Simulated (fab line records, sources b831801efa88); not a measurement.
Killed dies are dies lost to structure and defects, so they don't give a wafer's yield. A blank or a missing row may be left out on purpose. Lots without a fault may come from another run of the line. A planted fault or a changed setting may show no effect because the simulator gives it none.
Which tool did it? | flow sky130 | 15 lots, 45 wafers sampled, at 6 steps of a route of 708

WHAT THE GAUGES READ, wafer by wafer
SKY_GATE_OXIDE_THK_MEAS_02.
lot  | measured     | on            | GATE_OXIDE_OXIDATION_00_THK (nm)
L320 | day 12 22:59 | film_metro-01 | 10.30 10.27 10.33
L323 | day 14 04:37 | film_metro-03 | 10.60 10.65 10.78
L324 | day 14 07:32 | film_metro-02 | 10.27 10.06 10.32
L328 | day 15 18:12 | film_metro-01 | 10.11 9.71 9.92
L331 | day 16 21:24 | film_metro-02 | 10.55 10.33 10.31
L332 | day 17 11:59 | film_metro-03 | 9.94 10.19 10.09
L333 | day 17 19:07 | film_metro-01 | 9.94 10.08 9.95
L334 | day 17 19:07 | film_metro-03 | 9.70 9.70 9.70
L335 | day 18 05:02 | film_metro-03 | 9.96 9.82 9.87
L337 | day 19 02:26 | film_metro-03 | 10.23 10.19 10.00
L338 | day 19 11:14 | film_metro-03 | 10.35 10.04 10.42
L339 | day 19 18:47 | film_metro-01 | 10.17 10.02 10.03
L340 | day 20 02:55 | film_metro-03 | 10.05 10.49 10.37
L341 | day 20 14:02 | film_metro-02 | 10.01 10.13 10.12
L342 | day 21 01:19 | film_metro-03 | 10.19 10.08 10.07

SKY_POLY_GATE_CD_MEAS_22.
lot  | measured     | on        | cd_nm (nm)
L320 | day 16 16:35 | cd_sem-01 | 149.3 151.0 148.0
L323 | day 18 00:41 | cd_sem-01 | 146.6 149.4 146.7
L324 | day 18 03:29 | cd_sem-01 | 148.8 149.9 148.3
L328 | day 19 19:41 | cd_sem-01 | 148.1 150.5 150.9
L331 | day 21 01:52 | cd_sem-01 | 149.4 149.7 151.6
L332 | day 21 16:47 | cd_sem-02 | 149.6 148.7 147.7
L333 | day 21 23:11 | cd_sem-01 | 148.6 148.9 148.8
L334 | day 21 21:56 | cd_sem-02 | 150.1 150.8 152.9
L335 | day 22 07:08 | cd_sem-02 | 149.0 151.8 148.4
L337 | day 23 09:29 | cd_sem-01 | 147.6 148.9 150.9
L338 | day 23 14:13 | cd_sem-02 | 153.5 153.1 151.6
L339 | day 23 21:23 | cd_sem-02 | 147.2 145.6 151.0
L340 | day 24 03:38 | cd_sem-02 | 148.0 147.9 149.6
L341 | day 24 14:55 | cd_sem-02 | 150.5 148.8 147.8
L342 | day 25 02:53 | cd_sem-01 | 149.1 150.0 147.2

SKY_LDD_LDN_OVL_MEAS_07.
lot  | measured     | on         | LDD_LDN_OVL (nm)
L320 | day 23 00:06 | overlay-02 | -1.3 -1.2 0.5
L323 | day 24 08:50 | overlay-01 | -0.8 -2.0 -1.3
L324 | day 24 13:01 | overlay-01 | 4.2 0.3 0.0
L328 | day 26 02:47 | overlay-02 | 0.5 1.2 2.3
L331 | day 27 08:31 | overlay-01 | 0.1 -0.1 1.3
L332 | day 27 22:34 | overlay-02 | 2.6 3.3 3.5
L333 | day 28 05:45 | overlay-02 | 2.2 2.9 -0.3
L334 | day 28 04:11 | overlay-01 | 0.7 1.1 1.3
L335 | day 28 11:53 | overlay-02 | -0.1 1.4 2.7
L337 | day 29 13:06 | overlay-02 | 2.6 4.4 3.9
L338 | day 29 17:11 | overlay-01 | 0.9 1.0 0.0
L339 | day 30 01:11 | overlay-01 | 0.6 2.1 -0.3
L340 | day 30 08:07 | overlay-02 | -1.4 2.3 1.4
L341 | day 30 16:32 | overlay-02 | 1.7 2.1 0.7
L342 | day 31 04:26 | overlay-01 | -1.1 -0.7 -0.5

SKY_SD_P_CD_MEAS_07: target cd 380 nm.
lot  | measured     | on        | cd_nm (nm)
L320 | day 25 13:34 | cd_sem-02 | 378.2 376.8 378.0
L323 | day 26 21:55 | cd_sem-02 | 382.4 380.3 382.0
L324 | day 27 02:03 | cd_sem-01 | 378.1 377.3 374.1
L328 | day 28 16:05 | cd_sem-02 | 384.7 382.9 386.2
L331 | day 29 19:09 | cd_sem-02 | 379.1 378.8 377.0
L332 | day 30 10:42 | cd_sem-01 | - - -
L333 | day 30 18:47 | cd_sem-02 | - - -
L334 | day 30 17:30 | cd_sem-01 | - - -
L335 | day 31 00:27 | cd_sem-01 | 383.0 382.8 383.2
L337 | day 31 22:57 | cd_sem-02 | 383.5 381.4 382.2
L338 | day 32 03:27 | cd_sem-01 | 384.8 386.6 384.3
L339 | day 32 10:42 | cd_sem-01 | 378.8 380.0 380.0
L340 | day 32 18:23 | cd_sem-02 | 378.3 381.3 377.8
L341 | day 33 01:28 | cd_sem-02 | 381.8 382.6 380.8
L342 | day 33 13:53 | cd_sem-02 | 384.0 385.1 381.7

SKY_RES_XHIGH_TW_MEAS_09.
lot  | measured     | on            | RES_XHIGH_TW
L320 | day 26 19:37 | film_metro-03 | 1665 1667 1662
L323 | day 28 03:33 | film_metro-02 | 1628 1627 1625
L324 | day 28 07:23 | film_metro-02 | 1628 1629 1634
L328 | day 29 21:26 | film_metro-02 | 1628 1622 1627
L331 | day 30 23:42 | film_metro-03 | 1665 1660 1667
L332 | day 31 15:23 | film_metro-02 | 2852 2861 2889
L333 | day 31 22:47 | film_metro-04 | 2884 2905 2887
L334 | day 31 22:02 | film_metro-02 | 2861 2877 2876
L335 | day 32 04:53 | film_metro-04 | 1644 1640 1650
L337 | day 33 02:26 | film_metro-02 | 1630 1621 1625
L338 | day 33 07:02 | film_metro-04 | 1641 1637 1637
L339 | day 33 13:32 | film_metro-04 | 1641 1629 1634
L340 | day 33 20:46 | film_metro-04 | 1638 1629 1639
L341 | day 34 04:47 | film_metro-03 | 1654 1661 1660
L342 | day 34 17:32 | film_metro-03 | 1671 1660 1653

WHICH TOOL RAN EACH LOT (tool, then ch and the chambers of the sampled wafers, then the start)
lot  | SKY_SD_P_COAT_02
L320 | litho_track-04 ch 0, day 24 22:59
L323 | litho_track-03 ch 0, day 26 07:40
L324 | litho_track-03 ch 0, day 26 11:16
L328 | litho_track-03 ch 0, day 28 01:29
L331 | litho_track-03 ch 0, day 29 04:25
L332 | litho_track-03, day 29 20:37
L333 | litho_track-04, day 30 04:41
L334 | litho_track-01, day 30 03:39
L335 | litho_track-03 ch 0, day 30 10:05
L337 | litho_track-01 ch 0, day 31 09:36
L338 | litho_track-01 ch 0, day 31 13:17
L339 | litho_track-04 ch 0, day 31 20:41
L340 | litho_track-01 ch 0, day 32 04:38
L341 | litho_track-01 ch 0, day 32 12:17
L342 | litho_track-04 ch 0, day 33 00:41
- SKY_SD_P_COAT_02: resist thk 1140 nm.

WHAT THE TOOLS THEMSELVES READ (means of the sampled wafers that have a number; where no wafer has one, the mark that the record gives instead)
SKY_SD_P_COAT_02.
lot  | tool           | chill_plate_temp_C (C) | dispense_pressure_kPa (kPa) | spin_speed_rpm (rpm)
L320 | litho_track-04 | 23.04                  | 55                          | 2999.4
L323 | litho_track-03 | 23.11                  | 42                          | 3001.4
L324 | litho_track-03 | 22.93                  | 42                          | 3001.8
L328 | litho_track-03 | 23.07                  | 42                          | 3001.9
L331 | litho_track-03 | 22.87                  | 42                          | 3002.9
L332 | litho_track-03 | -                      | -                           | -
L333 | litho_track-04 | -                      | -                           | -
L334 | litho_track-01 | -                      | -                           | -
L335 | litho_track-03 | 22.99                  | 42                          | 2999.2
L337 | litho_track-01 | 23.04                  | 46                          | 3000.7
L338 | litho_track-01 | 22.93                  | 46                          | 3001.2
L339 | litho_track-04 | 22.93                  | 55                          | 3000.4
L340 | litho_track-01 | 23.01                  | 46                          | 2998.8
L341 | litho_track-01 | 23.12                  | 46                          | 2999.7
L342 | litho_track-04 | 23.14                  | 55                          | 3000.7

THE ANSWER, worked out from the rows above alone
Rule: what is usual is taken from the lots themselves. Put in order of their means at a reading, lots are off if they are a third of the lots or fewer, leave a main group of 4 or more, and stand apart from it by a gap of 3 or more times the standard deviation of the main group's means; of several such gaps the widest counts. A main group whose means are all the same, to the digits that the tables above print for the reading, isn't used. A lot without any number at a reading at which 4 lots or more have one is off too. The other lots that the step has rows for count as sound. The gauges are gone through in route order, then the tools' own readings, and for those a lot's mean is taken as printed above. The first step at which some lot is off is used, and at that step the reading that is off furthest; a lot without a number counts as furthest.
Off: L332, L333, L334, at SKY_SD_P_CD_MEAS_07 (cd_nm). Without a number there: L332, L333, L334. The main group: mean 381.1 nm, standard deviation 2.7.
A tool fits if, at a process step before that reading, it ran every lot that is off, and no sound lot after the first of them. The gauges at SKY_SD_P_CD_MEAS_07 aren't tried: what is off there is off at SKY_RES_XHIGH_TW_MEAS_09 too, on other tools, and a gauge's error can't cause that. None of those tried fits.

WHAT THE SIMULATOR HAD PUT IN
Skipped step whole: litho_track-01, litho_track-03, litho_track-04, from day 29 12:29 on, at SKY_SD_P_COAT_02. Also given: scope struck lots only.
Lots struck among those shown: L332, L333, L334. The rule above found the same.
